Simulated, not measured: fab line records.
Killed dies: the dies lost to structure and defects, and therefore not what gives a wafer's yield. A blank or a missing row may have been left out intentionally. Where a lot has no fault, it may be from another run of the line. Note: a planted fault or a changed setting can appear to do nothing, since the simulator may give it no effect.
What tool caused it? :: flow sfqLine :: Sampling: 7 lots, 21 wafers, 4 of 325 route steps

## WHAT EACH GAUGE READ, for each wafer
SFQ_M7_RS_MEAS_943: the measuring method here is four-point-probe.
lot: L962
measured: day 70 20:30
on: filmMetro-03
M7_NB_RS (ohm/sq): 0.872 0.880 0.894

lot: L964
measured: day 71 09:43
on: filmMetro-01
M7_NB_RS (ohm/sq): 0.871 0.890 0.873

lot: L971
measured: day 80 21:03
on: filmMetro-01
M7_NB_RS (ohm/sq): 0.888 0.886 0.886

lot: L974
measured: day 81 14:10
on: filmMetro-03
M7_NB_RS (ohm/sq): 0.891 0.894 0.902

lot: L976
measured: day 81 20:08
on: filmMetro-03
M7_NB_RS (ohm/sq): 0.890 0.903 0.884

lot: L979
measured: day 82 11:36
on: filmMetro-02
M7_NB_RS (ohm/sq): 0.896 0.884 0.877

lot: L983
measured: day 83 10:32
on: filmMetro-01
M7_NB_RS (ohm/sq): 0.887 0.886 0.882

## WHAT TOOL EACH LOT RAN ON (gives the tool, then ch and the chambers of the sampled wafers, and finally the start)
lot: L962
SFQ_TRILAYER_M6_DEP_SPUTTER_157: pvdSputter-06, day 62 00:18
SFQ_TRILAYER_I6_VIA_BARC_OPEN_VIA_ETCH_235: rieDiel-03 ch 0,1,3, day 70 18:52
SFQ_TRILAYER_M7_DEP_SPUTTER_175: pvdSputter-04, day 70 20:25

lot: L964
SFQ_TRILAYER_M6_DEP_SPUTTER_157: pvdSputter-04, day 62 09:31
SFQ_TRILAYER_I6_VIA_BARC_OPEN_VIA_ETCH_235: rieDiel-03 ch 0,1,2, day 71 08:04
SFQ_TRILAYER_M7_DEP_SPUTTER_175: pvdSputter-04, day 71 09:37

lot: L971
SFQ_TRILAYER_M6_DEP_SPUTTER_157: pvdSputter-06, day 77 04:03
SFQ_TRILAYER_I6_VIA_BARC_OPEN_VIA_ETCH_235: rieDiel-03 ch 0,2, day 80 19:58
SFQ_TRILAYER_M7_DEP_SPUTTER_175: pvdSputter-06, day 80 20:55

lot: L974
SFQ_TRILAYER_M6_DEP_SPUTTER_157: pvdSputter-06, day 77 13:55
SFQ_TRILAYER_I6_VIA_BARC_OPEN_VIA_ETCH_235: rieDiel-02 ch 0,2, day 81 13:05
SFQ_TRILAYER_M7_DEP_SPUTTER_175: pvdSputter-05, day 81 14:02

lot: L976
SFQ_TRILAYER_M6_DEP_SPUTTER_157: pvdSputter-03, day 77 18:43
SFQ_TRILAYER_I6_VIA_BARC_OPEN_VIA_ETCH_235: rieDiel-02 ch 0,1,3, day 81 19:05
SFQ_TRILAYER_M7_DEP_SPUTTER_175: pvdSputter-05, day 81 20:02

lot: L979
SFQ_TRILAYER_M6_DEP_SPUTTER_157: pvdSputter-03, day 78 03:48
SFQ_TRILAYER_I6_VIA_BARC_OPEN_VIA_ETCH_235: rieDiel-04 ch 0,1,2, day 82 10:32
SFQ_TRILAYER_M7_DEP_SPUTTER_175: pvdSputter-05, day 82 11:29

lot: L983
SFQ_TRILAYER_M6_DEP_SPUTTER_157: pvdSputter-06, day 78 18:12
SFQ_TRILAYER_I6_VIA_BARC_OPEN_VIA_ETCH_235: rieDiel-02 ch 0,2, day 83 09:29
SFQ_TRILAYER_M7_DEP_SPUTTER_175: pvdSputter-06, day 83 10:26
- SFQ_TRILAYER_M6_DEP_SPUTTER_157: material Nb, target thk 200 nm, time 133.3 s.
- SFQ_TRILAYER_I6_VIA_BARC_OPEN_VIA_ETCH_235: etches BARC in O2, target depth 125 nm, time 41.7 s.
- SFQ_TRILAYER_M7_DEP_SPUTTER_175: material Nb, target thk 200 nm, time 133.3 s.

## THE ANSWER, worked out from the rows above alone
Rule: the usual values come from the lots themselves. The widest of any qualifying gaps counts: lots, ordered by their means at a reading, are off when they make up no more than a third of the lots, leave a main group of 4 or more, and stand apart from it by 3 or more times the standard deviation of that group's means. If all means in a main group match to the digits the tables above print for the reading, that group is not used. A lot without any number at a reading at which 4 lots or more have one is off too. Any other lot the step has rows for is counted as sound.
No lot is off on any of the readings shown, so nothing can be concluded from this.

## WHAT THE SIMULATOR PUT IN
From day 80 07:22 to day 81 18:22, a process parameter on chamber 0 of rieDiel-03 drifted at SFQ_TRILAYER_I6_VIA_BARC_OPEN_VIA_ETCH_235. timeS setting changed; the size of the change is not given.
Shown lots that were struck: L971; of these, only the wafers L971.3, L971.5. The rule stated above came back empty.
